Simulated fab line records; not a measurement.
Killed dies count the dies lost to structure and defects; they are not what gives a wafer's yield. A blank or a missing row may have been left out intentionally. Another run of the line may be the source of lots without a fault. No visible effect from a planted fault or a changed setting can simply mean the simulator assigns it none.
fab line records + flow sky130
record
- lots=5
- wafers=15
- last_day=49
route steps=708 shown POLY_CUT@311 SD_P@320
lots with no fault: from the same line, run without faults
start_h: hours from the record's opening day to when the first of the lot's shown wafers began + wait_h: time in hours since the lot's previous step + " as in the row above + L1.1+2: several wafers, shown together as one row + - value missing, or start not given + * or withheld: withheld + < > ~ a bound
route shown NAME@n: NAME is a module with steps in the file, n the number in the route of the first one + usual: the fault-free wafers' mean and standard deviation + same: alike in all rows + chamber/n: place in a boat + sites: the reading at each site + _std_site: standard deviation of those values + _edge_site: mean of outer sites minus mean of inner sites + radius_mm: how far each site lies from the wafer's centre + mask NAME#n: copy n + behind: the last tool/chamber to shape the wafer + hold: reason for holding the lot/hours on hold/outcome of the hold + device: transistor that didn't switch, given as n, p or np + end of line: tests run on the same wafers once the route is complete + for a step that has no rows: nothing shown but its recipe + killed: not the wafer's yield, but the dies lost to structure and defects at the first sort + map: shows each die of a wafer: x if killed, . if not, _ if none is there
set.NAME: the setting as run; set.NAME@STEP: as run at that earlier step + model.NAME: the simulator's own value behind a step, which no gauge read
lots at selected steps of the route; one table per step, one row per wafer
services: the hour from which a tool's chamber was out of use, counted from the record's first day as start_h (under 0 if before that day), plus the number of hours and why
## steps
# step SKY_POLY_CUT_SOFTBAKE_04
# recipe
- temp_c=100
- time_s=90
- resist=KrF-thick
| lot.wafer  | tool           | chamber | start_h | wait_h |
|------------|----------------|---------|---------|--------|
| L075.1+2+4 | litho_track-01 | 0       | -       | -      |
| L077.2+3+5 | litho_track-04 | 0       | -       | -      |
| L078.1+3+4 | litho_track-04 | 0       | -       | -      |
| L092.1+3+4 | litho_track-01 | 0       | -       | -      |
| L093.2+3+6 | litho_track-01 | 0       | -       | -      |
# step SKY_POLY_CUT_EXPOSE_05
# recipe
- mask_id=NPCM
- na=0.8
- source_shape=annular
- sigma_inner=0.55
- sigma_outer=0.85
- target_cd_nm=270
- dose_mj=32
| lot.wafer  | tool           | chamber | start_h | wait_h | mask   |
|------------|----------------|---------|---------|--------|--------|
| L075.1+2+4 | krf_scanner-02 | 0       | -       | -      | NPCM#0 |
| L077.2+3+5 | krf_scanner-01 | 0       | -       | -      | NPCM#0 |
| L078.1+3+4 | krf_scanner-02 | 0       | -       | -      | NPCM#0 |
| L092.1+3+4 | krf_scanner-02 | 0       | -       | -      | NPCM#0 |
| L093.2+3+6 | krf_scanner-02 | 0       | -       | -      | NPCM#0 |
# step SKY_POLY_CUT_PEB_06
# recipe
- peb_temp_c=withheld
- peb_time_s=withheld
- resist=KrF-thick
| lot.wafer  | tool           | chamber | start_h | wait_h |
|------------|----------------|---------|---------|--------|
| L075.1+2+4 | litho_track-04 | 0       | -       | -      |
| L077.2+3+5 | litho_track-03 | 0       | -       | -      |
| L078.1+3+4 | litho_track-03 | 0       | -       | -      |
| L092.1+3+4 | litho_track-03 | 0       | -       | -      |
| L093.2+3+6 | litho_track-03 | 0       | -       | -      |
# step SKY_POLY_CUT_DEVELOP_07
# recipe
- develop_time_s=60
- resist=KrF-thick
- dev_temp_c=21
| lot.wafer  | tool           | chamber | start_h | wait_h |
|------------|----------------|---------|---------|--------|
| L075.1+2+4 | litho_track-04 | 0       | -       | -      |
| L077.2+3+5 | litho_track-03 | 0       | -       | -      |
| L078.1+3+4 | litho_track-03 | 0       | -       | -      |
| L092.1+3+4 | litho_track-03 | 0       | -       | -      |
| L093.2+3+6 | litho_track-03 | 0       | -       | -      |
# step SKY_POLY_CUT_CD_MEAS_08
# recipe
- target_cd_nm=270
# usual
- cd_nm=270.3/1.4
| lot.wafer | tool      | chamber | start_h | wait_h | cd_nm |
|-----------|-----------|---------|---------|--------|-------|
| L075.1    | cd_sem-01 | -       | 565.12  | -      | 272.1 |
| L075.2    | "         | -       | "       | "      | 271.9 |
| L075.4    | "         | -       | "       | "      | 271.8 |
| L077.2    | cd_sem-02 | -       | 591.04  | -      | 271.0 |
| L077.3    | "         | -       | "       | "      | 271.7 |
| L077.5    | "         | -       | "       | "      | 271.6 |
| L078.1    | cd_sem-02 | -       | 599.37  | -      | 271.7 |
| L078.3    | "         | -       | "       | "      | 271.6 |
| L078.4    | "         | -       | "       | "      | 271.3 |
| L092.1    | cd_sem-02 | -       | 708.82  | -      | 272.1 |
| L092.3    | "         | -       | "       | "      | 271.1 |
| L092.4    | "         | -       | "       | "      | 271.6 |
| L093.2    | cd_sem-02 | -       | 731.17  | -      | 270.1 |
| L093.3    | "         | -       | "       | "      | 271.3 |
| L093.6    | "         | -       | "       | "      | 271.3 |
# step SKY_POLY_CUT_OVL_MEAS_09
# usual
- POLY_CUT_OVL=-1/5.7
| lot.wafer | tool       | chamber | start_h | wait_h | POLY_CUT_OVL[nm] |
|-----------|------------|---------|---------|--------|------------------|
| L075.1    | overlay-01 | -       | 565.24  | 0.1    | 0                |
| L075.2    | "          | -       | "       | "      | -11              |
| L075.4    | "          | -       | "       | "      | 1                |
| L077.2    | overlay-01 | -       | 591.14  | 0.1    | 13               |
| L077.3    | "          | -       | "       | "      | 3                |
| L077.5    | "          | -       | "       | "      | 5                |
| L078.1    | overlay-01 | -       | 599.49  | 0.1    | 2                |
| L078.3    | "          | -       | "       | "      | 6                |
| L078.4    | "          | -       | "       | "      | -7               |
| L092.1    | overlay-01 | -       | 708.94  | 0.1    | 3                |
| L092.3    | "          | -       | "       | "      | 3                |
| L092.4    | "          | -       | "       | "      | -10              |
| L093.2    | overlay-01 | -       | 731.28  | 0.1    | -6               |
| L093.3    | "          | -       | "       | "      | -4               |
| L093.6    | "          | -       | "       | "      | -4               |
# step SKY_POLY_CUT_ETCH_10
# recipe
- chemistry=N2/H2
- target=BARC
- ion_energy_ev=200
- source_w=500
- bias_w=97.42
- pressure_mtorr=30
- n2_flow_sccm=100
- h2_flow_sccm=200
- stop_on=SiO2
- time_s=45.9
- target_depth_a=600
# usual
- drypump_motor_current_A=5.6/0.37
- oes_product_au=0.855/0.0051
- throttle_valve_pct=13.223/0.0093
| lot.wafer | tool        | chamber | start_h | wait_h | drypump_motor_current_A | oes_product_au | rf_hours_counter_h | throttle_valve_pct |
|-----------|-------------|---------|---------|--------|-------------------------|----------------|--------------------|--------------------|
| L075.1    | rie_diel-02 | 2       | 565.27  | 0.0    | 5.6                     | 0.853          | 2                  | 13.215             |
| L075.2    | "           | 3       | "       | "      | 5.4                     | 0.856          | 24                 | 13.211             |
| L075.4    | "           | 0       | "       | "      | 5.6                     | 0.856          | 14                 | 13.223             |
| L077.2    | rie_diel-01 | 0       | 591.17  | 0.0    | 5.4                     | 0.848          | 5                  | 13.229             |
| L077.3    | "           | 2       | "       | "      | 6.2                     | 0.855          | 2                  | 13.227             |
| L077.5    | "           | 3       | "       | "      | 6.1                     | 0.850          | -                  | 13.215             |
| L078.1    | rie_diel-03 | 1       | 599.52  | 0.0    | 4.9                     | 0.853          | 15                 | 13.218             |
| L078.3    | "           | 3       | "       | "      | 5.9                     | 0.852          | 8                  | 13.221             |
| L078.4    | "           | 1       | "       | "      | 4.9                     | 0.853          | -                  | 13.232             |
| L092.1    | rie_diel-02 | 2       | 708.97  | 0.0    | 5.6                     | 0.861          | 5                  | 13.216             |
| L092.3    | "           | 0       | "       | "      | 5.6                     | 0.854          | 17                 | 13.230             |
| L092.4    | "           | 3       | "       | "      | 5.3                     | 0.854          | 27                 | 13.213             |
| L093.2    | rie_diel-03 | 3       | 731.31  | 0.0    | 5.9                     | 0.861          | 12                 | 13.213             |
| L093.3    | "           | 1       | "       | "      | 5.0                     | 0.859          | 18                 | 13.222             |
| L093.6    | "           | 1       | "       | "      | 5.0                     | 0.860          | -                  | 13.228             |
# step SKY_POLY_CUT_ETCH_11
# recipe
- target=Si3N4
- chemistry=CF4/CH2F2/Ar
- stop_on=poly-Si
- source_w=600
- bias_w=150
- pressure_mtorr=40
- cf4_flow_sccm=40
- ch2f2_flow_sccm=20
- Ar_flow_sccm=150
- time_s=42.5
- target_depth_a=600
# usual
- drypump_motor_current_A=5.5/0.37
- oes_product_au=0.828/0.0067
- throttle_valve_pct=14.994/0.0088
| lot.wafer | tool        | chamber | start_h | wait_h | drypump_motor_current_A | oes_product_au | rf_hours_counter_h | throttle_valve_pct |
|-----------|-------------|---------|---------|--------|-------------------------|----------------|--------------------|--------------------|
| L075.1    | rie_diel-02 | 2       | 565.32  | 0.0    | 5.6                     | 0.838          | 2                  | 15.009             |
| L075.2    | "           | 3       | "       | "      | 5.3                     | 0.833          | 24                 | 15.009             |
| L075.4    | "           | 0       | "       | "      | 5.6                     | 0.842          | 14                 | 15.005             |
| L077.2    | rie_diel-01 | 0       | 591.22  | 0.0    | 5.4                     | 0.831          | 5                  | 14.982             |
| L077.3    | "           | 2       | "       | "      | 6.2                     | 0.827          | 2                  | 14.998             |
| L077.5    | "           | 3       | "       | "      | 6.0                     | 0.833          | -                  | 14.975             |
| L078.1    | rie_diel-03 | 1       | 599.57  | 0.0    | 4.9                     | 0.828          | 15                 | 15.001             |
| L078.3    | "           | 3       | "       | "      | 5.9                     | 0.816          | 9                  | 14.997             |
| L078.4    | "           | 1       | "       | "      | 4.9                     | 0.829          | -                  | 14.997             |
| L092.1    | rie_diel-02 | 2       | 709.02  | 0.0    | 5.5                     | 0.823          | 5                  | 14.997             |
| L092.3    | "           | 0       | "       | "      | 5.6                     | 0.833          | 17                 | 14.989             |
| L092.4    | "           | 3       | "       | "      | 5.3                     | 0.816          | 27                 | 14.994             |
| L093.2    | rie_diel-03 | 3       | 731.35  | 0.0    | 5.9                     | 0.845          | 12                 | 14.993             |
| L093.3    | "           | 1       | "       | "      | 4.9                     | 0.832          | 18                 | 14.985             |
| L093.6    | "           | 1       | "       | "      | 5.0                     | 0.834          | -                  | 14.979             |
# step SKY_POLY_CUT_STRIP_12
# recipe
- chemistry=O2/N2
- power_w=1400
- pressure_mtorr=1500
- platen_temp_c=withheld
- o2_flow_sccm=3000
- n2_flow_sccm=300
- overash_fraction=0.5
# usual
- drypump_motor_current_A=5.4/0.36
- oes_product_au=0.452/0.0041
- strip_time_to_endpoint_s=5.362/0.017
| lot.wafer | tool            | chamber | start_h | wait_h | drypump_motor_current_A | oes_product_au | rf_hours_counter_h | strip_time_to_endpoint_s |
|-----------|-----------------|---------|---------|--------|-------------------------|----------------|--------------------|--------------------------|
| L075.1    | plasma_asher-04 | 0       | 565.36  | 0.0    | 5.6                     | 0.452          | 71                 | 5.355                    |
| L075.2    | "               | 1       | "       | "      | 5.2                     | 0.452          | 71                 | 5.366                    |
| L075.4    | "               | 0       | "       | "      | 5.6                     | 0.455          | -                  | 5.333                    |
| L077.2    | plasma_asher-01 | 1       | 591.26  | 0.0    | 5.6                     | 0.449          | 91                 | 5.364                    |
| L077.3    | "               | 0       | "       | "      | 4.9                     | 0.454          | -                  | 5.382                    |
| L077.5    | "               | 0       | "       | "      | 4.9                     | 0.461          | -                  | 5.360                    |
| L078.1    | plasma_asher-01 | 1       | 599.61  | 0.0    | 5.6                     | 0.451          | 92                 | 5.363                    |
| L078.3    | "               | 0       | "       | "      | 4.9                     | 0.451          | -                  | 5.367                    |
| L078.4    | "               | 1       | "       | "      | 5.6                     | 0.459          | -                  | 5.363                    |
| L092.1    | plasma_asher-03 | 1       | 709.06  | 0.0    | 5.9                     | 0.459          | 61                 | 5.370                    |
| L092.3    | "               | 0       | "       | "      | 5.0                     | 0.448          | -                  | 5.375                    |
| L092.4    | "               | 1       | "       | "      | 5.9                     | 0.444          | -                  | 5.364                    |
| L093.2    | plasma_asher-01 | 1       | 731.39  | 0.0    | 5.6                     | 0.455          | 106                | 5.381                    |
| L093.3    | "               | 0       | "       | "      | 4.9                     | 0.447          | -                  | 5.402                    |
| L093.6    | "               | 1       | "       | "      | 5.6                     | 0.449          | -                  | 5.370                    |
# step SKY_SD_P_DEHYDRATE_00
# recipe
- temp_c=200
- time_s=60
| lot.wafer  | tool           | chamber | start_h | wait_h |
|------------|----------------|---------|---------|--------|
| L075.1+2+4 | litho_track-02 | 0       | 579.62  | 14.2   |
| L077.2+3+5 | litho_track-03 | 0       | 604.74  | 13.5   |
| L078.1+3+4 | litho_track-01 | 0       | 614.18  | 14.5   |
| L092.1+3+4 | litho_track-02 | 0       | 717.42  | 8.3    |
| L093.2+3+6 | litho_track-01 | 0       | 742.36  | 10.9   |
# step SKY_SD_P_HMDS_01
# recipe
- prime_time_s=60
- prime_temp_c=120
| lot.wafer  | tool           | chamber | start_h | wait_h |
|------------|----------------|---------|---------|--------|
| L075.1+2+4 | litho_track-02 | 0       | 579.77  | 0.1    |
| L077.2+3+5 | litho_track-03 | 0       | 604.89  | 0.1    |
| L078.1+3+4 | litho_track-01 | 0       | 614.33  | 0.1    |
| L092.1+3+4 | litho_track-02 | 0       | 717.57  | 0.1    |
| L093.2+3+6 | litho_track-01 | 0       | 742.51  | 0.1    |
# step SKY_SD_P_COAT_02
# recipe
- resist=NOVOLAK
- spin_rpm=3000
- resist_thk_nm=1140
| lot.wafer  | tool           | chamber | start_h | wait_h |
|------------|----------------|---------|---------|--------|
| L075.1+2+4 | litho_track-02 | 0       | 579.92  | 0.1    |
| L077.2+3+5 | litho_track-03 | 0       | 605.04  | 0.1    |
| L078.1+3+4 | litho_track-01 | 0       | 614.48  | 0.1    |
| L092.1+3+4 | litho_track-02 | 0       | 717.72  | 0.1    |
| L093.2+3+6 | litho_track-01 | 0       | 742.66  | 0.1    |
# step SKY_SD_P_SOFTBAKE_03
# recipe
- temp_c=90
- time_s=60
- resist=NOVOLAK
| lot.wafer  | tool           | chamber | start_h | wait_h |
|------------|----------------|---------|---------|--------|
| L075.1+2+4 | litho_track-02 | 0       | 580.07  | 0.1    |
| L077.2+3+5 | litho_track-03 | 0       | 605.19  | 0.1    |
| L078.1+3+4 | litho_track-01 | 0       | 614.63  | 0.1    |
| L092.1+3+4 | litho_track-02 | 0       | 717.87  | 0.1    |
| L093.2+3+6 | litho_track-01 | 0       | 742.81  | 0.1    |
# step SKY_SD_P_EXPOSE_04
# recipe
- mask_id=PSDM
- na=0.6
- source_shape=conventional
- sigma_outer=0.6
- polarization=unpolarized
- target_cd_nm=380
- dose_mj=138
| lot.wafer  | tool             | chamber | start_h | wait_h | mask   |
|------------|------------------|---------|---------|--------|--------|
| L075.1+2+4 | iline_stepper-02 | 0       | -       | -      | PSDM#0 |
| L077.2+3+5 | iline_stepper-01 | 0       | -       | -      | PSDM#0 |
| L078.1+3+4 | iline_stepper-02 | 0       | -       | -      | PSDM#0 |
| L092.1+3+4 | iline_stepper-01 | 0       | -       | -      | PSDM#0 |
| L093.2+3+6 | iline_stepper-02 | 0       | -       | -      | PSDM#0 |
# step SKY_SD_P_PEB_05
# recipe
- temp_c=withheld
- time_s=*
- resist=NOVOLAK
| lot.wafer  | tool           | chamber | start_h | wait_h |
|------------|----------------|---------|---------|--------|
| L075.1+2+4 | litho_track-02 | 0       | -       | -      |
| L077.2+3+5 | litho_track-01 | 0       | -       | -      |
| L078.1+3+4 | litho_track-01 | 0       | -       | -      |
| L092.1+3+4 | litho_track-01 | 0       | -       | -      |
| L093.2+3+6 | litho_track-01 | 0       | -       | -      |
# step SKY_SD_P_DEVELOP_06
# recipe
- resist=NOVOLAK
- developer=TMAH
- develop_time_s=60
- dev_temp_c=23
| lot.wafer  | tool           | chamber | start_h | wait_h |
|------------|----------------|---------|---------|--------|
| L075.1+2+4 | litho_track-02 | 0       | 594.82  | 0.1    |
| L077.2+3+5 | litho_track-01 | 0       | 619.30  | 0.1    |
| L078.1+3+4 | litho_track-01 | 0       | 627.93  | 0.1    |
| L092.1+3+4 | litho_track-01 | 0       | 732.18  | 0.1    |
| L093.2+3+6 | litho_track-01 | 0       | 757.96  | 0.1    |
## services
| tool             | chamber | start_h | hours | kind   |
|------------------|---------|---------|-------|--------|
| rie_diel-03      | -       | 531.28  | 0.7   | repair |
| plasma_asher-01  | -       | 556.40  | 12.4  | pm     |
| rie_diel-03      | 1       | 567.94  | 2.8   | repair |
| rie_diel-02      | -       | 568.63  | 2.8   | pm     |
| krf_scanner-02   | -       | 571.15  | 1.0   | pm     |
| rie_diel-03      | 2       | 579.16  | 5.4   | repair |
| rie_diel-03      | 0       | 597.45  | 3.6   | repair |
| iline_stepper-02 | -       | 600.70  | 7.9   | repair |
| rie_diel-02      | 3       | 608.81  | 5.7   | repair |
| iline_stepper-02 | -       | 609.86  | 1.7   | pm     |
| krf_scanner-02   | -       | 622.18  | 1.3   | pm     |
| krf_scanner-02   | -       | 633.30  | 0.7   | repair |
| rie_diel-02      | 3       | 639.15  | 9.0   | repair |
| krf_scanner-02   | -       | 644.51  | 0.8   | pm     |
| rie_diel-02      | 2       | 648.33  | 3.4   | repair |
| iline_stepper-02 | -       | 649.82  | 4.4   | pm     |
| rie_diel-02      | 3       | 653.73  | 9.8   | repair |
| plasma_asher-01  | -       | 656.32  | 3.0   | repair |
| rie_diel-03      | -       | 669.25  | 14.6  | pm     |
| rie_diel-02      | 2       | 677.69  | 1.7   | repair |
| krf_scanner-02   | -       | 681.67  | 2.3   | repair |
| krf_scanner-02   | -       | 718.26  | 0.4   | repair |
| rie_diel-03      | 2       | 728.26  | 7.5   | repair |
| krf_scanner-02   | -       | 740.15  | 1.0   | pm     |
## key
fault none
